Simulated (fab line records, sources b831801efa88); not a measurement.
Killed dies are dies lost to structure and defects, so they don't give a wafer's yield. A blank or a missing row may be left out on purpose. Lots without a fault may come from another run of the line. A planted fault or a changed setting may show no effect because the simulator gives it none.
fab line records | flow sky130
record lots=5 wafers=15 last_day=50
route steps=708 shown METAL1@441 PAD_OPEN@708
lots that met no fault: from a run of the same line without faults
start_h: hours from the record's first day to the start of the lot's first wafer shown | wait_h: hours since the lot's step before | " the same as in the row above | L1.1+2: a row that stands for several wafers | - no value, or no start given | * or withheld: withheld | < > ~ a bound
route shown NAME@n: a module of which the file shows steps, and the number in the route of the first | usual: mean/standard deviation of fault-free wafers | same: alike in all rows | chamber/n: place in a boat | sites: the reading at each site | _std_site: their standard deviation | _edge_site: outer sites' mean less inner sites' | radius_mm: how far each site lies from the wafer's centre | mask NAME#n: copy n | behind: the tool/chamber that last shaped the wafer | hold: why the lot was held/for how many hours/how that ended | device: the transistor (n, p or np) that didn't switch | end of line: the same wafers' tests at the end of the route | a step without rows: its recipe alone | killed: dies lost to structure and defects at the first sort, not the wafer's yield | map: a wafer's dies, x killed, . not, _ none there
set.NAME: the setting as run; set.NAME@STEP: as run at that earlier step | model.NAME: the simulator's own value behind a step, which no gauge read
lots at some steps of the route; a table a step, a row a wafer
services: from which hour (start_h, from the record's first day; less than 0 if before it) a tool's chamber was out of use, for how many hours, and why
## steps
# step SKY_METAL1_DEHYDRATE_07
# recipe temp_c=200 time_s=60
# step SKY_METAL1_HMDS_08
# recipe prime_time_s=60 prime_temp_c=120
# step SKY_METAL1_COAT_09
# recipe resist=BARC temp_c=withheld time_s=withheld spin_rpm=3000 resist_thk_nm=60
# step SKY_METAL1_COAT_10
# recipe resist=KrF-thick spin_rpm=3000 resist_thk_nm=450
# step SKY_METAL1_SOFTBAKE_11
# recipe temp_c=100 time_s=90 resist=KrF-thick
# step SKY_METAL1_EXPOSE_12
# recipe mask_id=MM1 na=0.8 source_shape=annular sigma_inner=0.55 sigma_outer=0.85 target_cd_nm=140 dose_mj=28
# step SKY_METAL1_PEB_13
# recipe peb_temp_c=withheld peb_time_s=withheld resist=KrF-thick
# step SKY_METAL1_DEVELOP_14
# recipe develop_time_s=60 resist=KrF-thick dev_temp_c=21.54
# step SKY_METAL1_CD_MEAS_15
# recipe target_cd_nm=140
# usual cd_nm=140.1/1.9
# columns lot.wafer tool chamber start_h wait_h cd_nm
L634.1 cd_sem-02 - 827.16 - 138.7
L634.2 " - " " 138.8
L634.6 " - " " 137.6
L639.1 cd_sem-01 - 857.56 - 138.7
L639.2 " - " " 139.7
L639.4 " - " " 141.5
L647.1 cd_sem-01 - 915.06 - 139.7
L647.2 " - " " 140.1
L647.5 " - " " 141.6
L648.3 cd_sem-02 - 922.99 - 141.2
L648.4 " - " " 143.4
L648.5 " - " " 142.3
L651.3 cd_sem-01 - 944.04 - 139.9
L651.4 " - " " 140.5
L651.5 " - " " 141.9
# step SKY_METAL1_OVL_MEAS_16
# usual METAL1_OVL=-2/5.1
# columns lot.wafer tool chamber start_h wait_h METAL1_OVL[nm]
L634.1 overlay-01 - 827.28 0.1 5
L634.2 " - " " 0
L634.6 " - " " -2
L639.1 overlay-01 - 857.68 0.1 -13
L639.2 " - " " -9
L639.4 " - " " -9
L647.1 overlay-01 - 915.18 0.1 7
L647.2 " - " " 6
L647.5 " - " " 0
L648.3 overlay-01 - 923.08 0.1 -5
L648.4 " - " " -1
L648.5 " - " " -2
L651.3 overlay-01 - 944.13 0.1 -1
L651.4 " - " " -6
L651.5 " - " " -2
# step SKY_METAL1_DESCUM_17
# recipe chemistry=O2 source_power_w=150 bias_power_w=0 pressure_mtorr=10 temp_c=40 time_s=8
# usual drypump_motor_current_A=5.88/0.28 oes_product_au=1.001/0.014
# columns lot.wafer tool chamber start_h wait_h drypump_motor_current_A oes_product_au rf_hours_counter_h
L634.1 rie_metal-03 0 827.32 0.0 5.69 1.000 3
L634.2 " 1 " " 6.11 1.014 14
L634.6 " 1 " " 6.14 1.003 -
L639.1 rie_metal-03 1 857.72 0.0 6.13 1.006 16
L639.2 " 1 " " 6.16 1.005 -
L639.4 " 1 " " 6.14 1.016 -
L647.1 rie_metal-03 0 915.22 0.0 5.67 0.992 5
L647.2 " 1 " " 6.14 1.024 20
L647.5 " 1 " " 6.12 1.016 -
L648.3 rie_metal-02 0 923.12 0.0 5.41 0.994 -
L648.4 " 1 " " 6.14 0.997 -
L648.5 " 1 " " 6.14 1.000 -
L651.3 rie_metal-02 1 944.17 0.0 6.13 0.991 -
L651.4 " 0 " " 5.40 1.001 -
L651.5 " 1 " " 6.15 0.995 -
# step SKY_METAL1_ETCH_18
# recipe chemistry=N2/H2 target=BARC ion_energy_ev=200 bias_w=100 pressure_mtorr=30 n2_flow_sccm=100 h2_flow_sccm=200 icp_w=500 stop_on=SiO2 time_s=45.9 target_depth_a=600
# usual drypump_motor_current_A=5.89/0.28 oes_product_au=0.855/0.0048 run_length_s=74.0/0.4 throttle_valve_pct=13.227/0.01
# columns lot.wafer tool chamber start_h wait_h drypump_motor_current_A oes_product_au rf_hours_counter_h run_length_s throttle_valve_pct
L634.1 rie_metal-03 0 827.35 0.0 5.69 0.864 3 73.1 13.218
L634.2 " 1 " " 6.17 0.860 14 74.0 13.241
L634.6 " 1 " " 6.13 0.849 - 73.9 13.219
L639.1 rie_metal-03 1 857.78 0.1 6.15 0.858 16 74.3 13.225
L639.2 " 1 " " 6.13 0.855 - 74.3 13.228
L639.4 " 1 " " 6.14 0.848 - 73.8 13.228
L647.1 rie_metal-03 0 915.25 0.0 5.68 0.855 5 73.6 13.223
L647.2 " 1 " " 6.16 0.843 20 73.9 13.233
L647.5 " 1 " " 6.13 0.849 - 73.7 13.241
L648.3 rie_metal-02 0 923.16 0.0 5.41 0.857 - 74.1 13.228
L648.4 " 1 " " 6.16 0.856 - 74.1 13.251
L648.5 " 1 " " 6.16 0.851 - 74.1 13.215
L651.3 rie_metal-02 1 944.21 0.0 6.19 0.864 - 74.1 13.221
L651.4 " 0 " " 5.44 0.860 - 74.3 13.229
L651.5 " 1 " " 6.15 0.852 - 74.1 13.222
# step SKY_METAL1_METAL_ETCH_19
# recipe target_depth_a=3600 stop_on=SiO2 over_etch_frac=0.3 time_s=78 chemistry=Cl2/BCl3 resist_sidewall_deg=88 pressure_mtorr=10 icp_w=900 bias_w=48.5 Cl2_flow_sccm=60 bcl3_flow_sccm=30
# usual bcl3_flow_sccm=29.99/0.079 drypump_motor_current_A=5.88/0.28 oes_product_au=0.856/0.0063 run_length_s=106.1/0.42 throttle_valve_pct=22.264/0.01
# same over_etch_frac=0.3
# columns lot.wafer tool chamber start_h wait_h bcl3_flow_sccm drypump_motor_current_A oes_product_au rf_hours_counter_h run_length_s throttle_valve_pct model.KrF-thick_of_METAL1_COAT_10.thk_nm
L634.1 rie_metal-03 0 827.41 0.0 29.88 5.66 0.857 3 105.5 22.271 161.9
L634.2 " 1 " " 30.05 6.12 0.859 14 105.9 22.250 153.3
L634.6 " 1 " " 30.01 6.12 0.854 - 105.8 22.263 153.6
L639.1 rie_metal-03 1 857.91 0.1 29.90 6.13 0.855 16 106.0 22.259 151.1
L639.2 " 1 " " 29.92 6.09 0.849 - 106.2 22.257 150.2
L639.4 " 1 " " 29.83 6.09 0.850 - 105.9 22.256 153
L647.1 rie_metal-03 0 915.31 0.0 29.76 5.67 0.827 5 110.1 22.260 143.2
L647.2 " 1 " " 30.07 6.12 0.862 20 105.8 22.273 150.8
L647.5 " 1 " " 30.08 6.12 0.855 - 105.9 22.276 149.6
L648.3 rie_metal-02 0 923.23 0.1 30.09 5.41 0.857 - 106.7 22.269 164.7
L648.4 " 1 " " 30.03 6.14 0.845 - 106.3 22.255 156
L648.5 " 1 " " 29.97 6.11 0.856 - 106.2 22.242 158.6
L651.3 rie_metal-02 1 944.28 0.1 29.89 6.16 0.855 - 106.9 22.279 155.2
L651.4 " 0 " " 30.10 5.40 0.860 - 106.1 22.268 158.7
L651.5 " 1 " " 29.99 6.12 0.856 - 106.3 22.267 156.3
# step SKY_METAL1_STRIP_20
# recipe chemistry=O2/N2 power_w=1400 pressure_mtorr=1500 platen_temp_c=withheld o2_flow_sccm=3000 n2_flow_sccm=300 overash_fraction=0.5
# usual drypump_motor_current_A=5.6/0.46 o2_flow_sccm=3001/8.4 oes_product_au=0.343/0.005 strip_time_to_endpoint_s=2.69/0.07
# columns lot.wafer tool chamber start_h wait_h drypump_motor_current_A o2_flow_sccm oes_product_au rf_hours_counter_h strip_time_to_endpoint_s
L634.1 plasma_asher-01 1 827.50 0.1 5.4 3007 0.343 73 2.75
L634.2 " 0 " " 6.3 3001 0.338 73 2.62
L634.6 " 0 " " 6.3 2992 0.332 - 2.65
L639.1 plasma_asher-02 0 858.09 0.1 5.8 3002 0.337 45 2.62
L639.2 " 1 " " 4.9 3011 0.340 45 2.61
L639.4 " 1 " " 4.9 3021 0.344 - 2.63
L647.1 plasma_asher-02 0 915.40 0.1 5.9 3001 0.339 51 2.51
L647.2 " 1 " " 4.9 3005 0.345 51 2.60
L647.5 " 1 " " 4.9 3008 0.341 - 2.60
L648.3 plasma_asher-03 0 923.32 0.1 5.6 2987 0.348 - 2.76
L648.4 " 1 " " 5.9 2992 0.333 - 2.66
L648.5 " 1 " " 6.0 2987 0.339 - 2.69
L651.3 plasma_asher-02 0 944.37 0.1 5.8 2983 0.348 - 2.67
L651.4 " 1 " " 4.9 3011 0.345 - 2.68
L651.5 " 1 " " 4.9 3007 0.338 - 2.67
# step SKY_PAD_OPEN_PROBE_99
# usual defect_limited_yield=82.6/1.9 killed_at_M0_to_M3=43/5.9 killed_at_M4_up=2.9/1.5 killed_at_contacts=24/5 killed_at_front_end=15/4.8 killed_at_other=0.2/0.5 killed_dies=86/9.3 killed_on_rim=17/4.1 killed_open=47/7.1 killed_short=38/6.3 sort_bin_3_pad_short=0.8/0.42 sort_bin_5_function=10.2/1.4 sort_bin_6_memory=6.4/1.1 sort_n_pass=406/9.3 sort_yield_pct=82.6/1.9
# same gross_dies=492 killed_at_back_side=0 sort_bin_4_leakage[%]=0 sort_bin_8_speed[%]=0
# columns lot.wafer tool chamber start_h wait_h defect_limited_yield[%] killed_at_M0_to_M3 killed_at_M4_up killed_at_contacts killed_at_front_end killed_at_other killed_dies killed_on_rim killed_open killed_short sort_bin_3_pad_short[%] sort_bin_5_function[%] sort_bin_6_memory[%] sort_n_pass sort_yield_pct[%]
L634.1 prober-01 - 1128.65 0.1 86.4 38 2 17 10 0 67 17 38 29 0.6 8.3 4.7 425 86.4
L634.2 prober-01 - 1128.70 0.1 84.8 42 1 20 12 0 75 13 47 28 1.2 8.7 5.3 417 84.8
L634.6 prober-01 - 1128.90 0.2 78.0 47 5 35 21 0 108 21 71 37 0.4 12.8 8.7 384 78.0
L639.1 prober-02 - 1152.67 0.1 82.7 46 4 22 13 0 85 12 51 34 0.8 9.8 6.7 407 82.7
L639.2 prober-02 - 1152.72 0.1 84.3 42 3 13 19 0 77 16 42 35 0.6 9.1 5.9 415 84.3
L639.4 prober-02 - 1152.82 0.2 86.4 32 0 19 16 0 67 11 35 32 1.0 6.5 6.1 425 86.4
L647.1 prober-01 - 1193.52 0.1 81.9 50 3 24 12 0 89 21 46 43 1.2 10.4 6.5 403 81.9
L647.2 prober-01 - 1193.57 0.1 84.3 38 1 26 11 1 77 13 46 31 0.6 9.1 5.9 415 84.3
L647.5 prober-01 - 1193.72 0.2 85.2 38 4 18 12 1 73 11 38 35 0.6 7.5 6.7 419 85.2
L648.3 prober-02 - 1194.92 0.2 84.3 39 3 28 7 0 77 19 42 35 1.2 9.6 4.9 415 84.3
L648.4 prober-02 - 1194.97 0.2 81.1 49 1 31 12 0 93 17 51 42 0.8 9.1 8.9 399 81.1
L648.5 prober-02 - 1195.02 0.2 85.0 39 0 25 10 0 74 15 45 29 1.0 9.1 4.9 418 85.0
L651.3 prober-01 - 1209.18 0.2 85.6 35 3 22 11 0 71 17 41 30 0.2 9.8 4.5 421 85.6
L651.4 prober-01 - 1209.23 0.2 83.1 45 1 21 16 0 83 19 51 32 0.6 10.2 6.1 409 83.1
L651.5 prober-01 - 1209.28 0.2 84.6 31 4 26 14 1 76 17 39 37 0.4 9.6 5.5 416 84.6
# killed by level:class
L634.1 VIA2:geometric_particle:open=9 LI_CONTACT:geometric_particle:open=8 METAL1:geometric_particle:short=7 VIA1:geometric_particle:open=7 POLY_GATE:geometric_particle:short=4 CONTACT:geometric_particle:open=4 CONTACT:geometric_particle:short=3 VIA1:geometric_particle:short=3
L634.2 VIA1:geometric_particle:open=10 CONTACT:geometric_particle:open=7 CONTACT:geometric_particle:short=6 METAL1:geometric_particle:open=6 FIELD_ISO:geometric_particle:open=5 LI_CONTACT:geometric_particle:open=5 VIA2:geometric_particle:open=5 METAL2:geometric_particle:short=4
L634.6 LI_CONTACT:geometric_particle:open=13 CONTACT:geometric_particle:open=13 VIA2:geometric_particle:open=10 VIA1:geometric_particle:open=9 FIELD_ISO:geometric_particle:open=7 VIA3:geometric_particle:open=7 FIELD_ISO:geometric_particle:short=6 CONTACT:geometric_particle:short=5
L639.1 CONTACT:geometric_particle:open=10 VIA3:geometric_particle:open=10 VIA1:geometric_particle:open=9 METAL1:geometric_particle:short=6 VIA2:geometric_particle:open=6 FIELD_ISO:geometric_particle:open=5 VIA3:geometric_particle:short=5 LI_CONTACT:geometric_particle:open=4
L639.2 VIA1:geometric_particle:open=13 VIA1:geometric_particle:short=8 VIA2:geometric_particle:open=7 POLY_GATE:geometric_particle:open=5 POLY_GATE:geometric_particle:short=4 CONTACT:geometric_particle:open=4 VIA3:geometric_particle:open=4 METAL2:geometric_particle:short=4
L639.4 VIA1:geometric_particle:open=6 CONTACT:geometric_particle:open=6 METAL3:geometric_particle:short=6 VIA3:geometric_particle:open=6 POLY_GATE:geometric_particle:short=4 LI_CONTACT:geometric_particle:open=4 CONTACT:geometric_particle:short=4 METAL2:geometric_particle:short=4
L647.1 VIA2:geometric_particle:open=11 VIA1:geometric_particle:open=10 VIA1:geometric_particle:short=9 LI_CONTACT:geometric_particle:open=7 METAL3:geometric_particle:short=7 CONTACT:geometric_particle:short=5 CONTACT:geometric_particle:open=5 FIELD_ISO:geometric_particle:open=4
L647.2 VIA2:geometric_particle:open=12 CONTACT:geometric_particle:open=11 CONTACT:geometric_particle:short=6 VIA1:geometric_particle:open=5 METAL1:geometric_particle:short=4 METAL2:geometric_particle:open=4 POLY_GATE:geometric_particle:short=3 LI_CONTACT:geometric_particle:short=3
L647.5 VIA2:geometric_particle:open=11 CONTACT:geometric_particle:open=10 VIA2:geometric_particle:short=6 FIELD_ISO:geometric_particle:open=4 METAL1:geometric_particle:short=4 FIELD_ISO:geometric_particle:short=3 CONTACT:geometric_particle:short=3 VIA1:geometric_particle:short=3
L648.3 CONTACT:geometric_particle:open=13 LI_CONTACT:geometric_particle:open=9 METAL1:geometric_particle:short=8 VIA1:geometric_particle:open=7 METAL2:geometric_particle:short=5 VIA2:geometric_particle:open=4 VIA3:geometric_particle:open=4 LOCAL_INTERCONNECT:geometric_particle:short=3
L648.4 VIA3:geometric_particle:open=10 LI_CONTACT:geometric_particle:open=9 CONTACT:geometric_particle:open=9 CONTACT:geometric_particle:short=9 VIA1:geometric_particle:open=8 METAL2:geometric_particle:short=7 VIA1:geometric_particle:short=6 METAL1:geometric_particle:open=4
L648.5 CONTACT:geometric_particle:open=13 VIA1:geometric_particle:open=11 FIELD_ISO:geometric_particle:short=5 VIA1:geometric_particle:short=5 VIA2:geometric_particle:open=5 VIA3:geometric_particle:open=5 LI_CONTACT:geometric_particle:open=4 CONTACT:geometric_particle:short=4
L651.3 VIA1:geometric_particle:open=12 LOCAL_INTERCONNECT:geometric_particle:short=9 CONTACT:geometric_particle:open=9 VIA3:geometric_particle:open=7 FIELD_ISO:geometric_particle:open=5 METAL2:geometric_particle:short=4 CONTACT:geometric_particle:short=3 VIA2:geometric_particle:open=3
L651.4 VIA1:geometric_particle:open=12 POLY_GATE:geometric_particle:open=8 LI_CONTACT:geometric_particle:open=7 METAL2:geometric_particle:short=7 VIA2:geometric_particle:open=7 CONTACT:geometric_particle:open=6 CONTACT:geometric_particle:short=5 METAL1:geometric_particle:short=5
L651.5 CONTACT:geometric_particle:open=9 VIA1:geometric_particle:open=7 LI_CONTACT:geometric_particle:open=7 METAL1:geometric_particle:short=6 METAL2:geometric_particle:short=5 POLY_GATE:geometric_particle:short=4 CONTACT:geometric_particle:short=4 POLY_GATE:geometric_particle:open=3
## services
# columns tool chamber start_h hours kind
plasma_asher-03 - 829.52 4.3 pm
rie_metal-03 0 836.06 42.8 repair
plasma_asher-02 - 838.92 0.4 repair
plasma_asher-01 - 853.82 1.0 repair
rie_metal-03 - 907.84 0.2 repair
rie_metal-03 1 917.17 - clean
rie_metal-03 1 917.17 21.5 scheduled_down
rie_metal-03 1 917.17 21.5 vent_cycle
plasma_asher-01 - 920.74 1.3 repair
plasma_asher-02 - 930.86 1.9 repair
plasma_asher-01 - 938.12 5.6 repair
## key
first_sign step=SKY_METAL1_METAL_ETCH_19 reading=run_length_s direction=up sigmas=9.5 usual=* struck=*
effect step=SKY_METAL1_METAL_ETCH_19 reading=oes_product_au direction=down sigmas=4.6 usual=0.856 struck=0.827
model_effect step=SKY_METAL1_METAL_ETCH_19 value=KrF-thick_of_METAL1_COAT_10.thk_nm without=157.3 struck=143.2
met_at SKY_METAL1_METAL_ETCH_19
struck_wafers L647.1
onset_between 827.41 915.31
fault kind=process_parameter_drift tool=rie_metal-03 chamber=0 onset_h=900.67 steps=SKY_METAL1_METAL_ETCH_19 channel=time_s offset=* shape=step end_h=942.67 acts_in=* stated=*
